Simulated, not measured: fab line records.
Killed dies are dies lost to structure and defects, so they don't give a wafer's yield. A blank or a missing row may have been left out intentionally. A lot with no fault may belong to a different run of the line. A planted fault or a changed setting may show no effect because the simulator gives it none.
8D (eight disciplines) problem report, filled in by code | flow gf180mcu | the parts of the form that need people (team, actions taken, sign-off) are left out

== 1. THE ISSUE ==
At GF_M5_ETCH_09, oesProductAu averages 1.200 a.u. over 3 wafers from 3 lots, while fault-free wafers read 1.003 a.u., standard deviation 0.0079. That is +25 standard deviations from the usual mean.
The step: etches Si3N4 in CF4/O2, target depth 52 nm, time 11.6 s.
Seen first at day 31 01:04 on rieDiel-04, wafer L578.3. Wafers with a number at this step in the record: 41, from 14 lots. By rule, "out" or "out of limits" means more than 4 standard deviations away from the usual mean. All remaining wafers that have a number are taken as sound.

== 2. WHAT IT IS, WHAT IT ISN'T ==
question                    | is                             | is not
which readings at this step | oesProductAu, throttleValvePct | drypumpMotorCurrentA
which lots                  | L578, L581, L582               | L563, L564, L569, L570, L572, L574, L580, L583, L584, L585, L586
which wafers of those lots  | L578.3, L581.3, L582.1         | L578.2, L581.4, L581.6, L582.4, L582.6
read on which tools         | rieDiel-04                     | rieDiel-01, rieDiel-02
when                        | from day 31 01:04              | up to then (19 sound wafers); but 19 sound wafers of L580, L581, L582, L583, L584, L585, L586 came after

== 3. SUSPECTS, AND WHAT RULES EACH OUT ==
Counting: any tool at a process step up to the reading remains a suspect provided it ran every lot that is out. Sound lots after the first of them don't rule it out here, since some wafers of a struck lot are sound.
- rieDiel-04 at GF_M5_ETCH_09 (etches Si3N4 in CF4/O2, target depth 52 nm, time 11.6 s): kept. It processed each lot that is out (first: L578, day 31 01:04); up to then, its last sound lot is L572 (day 29 04:01). Out on those wafers are its own readings of oesProductAu, throttleValvePct.
The count leaves rieDiel-04 at GF_M5_ETCH_09.

== 4. THE CAUSE (what the simulator had put in) ==
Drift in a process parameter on rieDiel-04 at GF_M5_ETCH_09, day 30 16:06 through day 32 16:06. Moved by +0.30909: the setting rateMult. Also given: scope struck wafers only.
Counting left only this tool.

== 5. SEQUENCE OF EFFECTS, ordered by route ==
Rows list readings where the struck wafers' mean (over those with a number) sits beyond 3 standard deviations from the usual. Only readings whose record carries a usual standard deviation are examined. hours: median over the lots of the time between each lot's start at the first step of this table that gives one and its start at this step. sigmas: the change, counted in usual standard deviations.
hours | step          | reading          | usual      | on struck wafers | change | sigmas
0     | GF_M5_ETCH_09 | oesProductAu     | 1.003 a.u. | 1.200            | +0.197 | +25
0     | GF_M5_ETCH_09 | throttleValvePct | 5.972 %    | 6.020            | +0.048 | +5.1
The process steps in it:
- GF_M5_ETCH_09: etches Si3N4 in CF4/O2, target depth 52 nm, time 11.6 s.

== 6. HOW IT WOULD HAVE BEEN CAUGHT EARLIER ==
First out-of-limits reading in this record: day 31 01:04, which is 9 hours after fault onset at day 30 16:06.
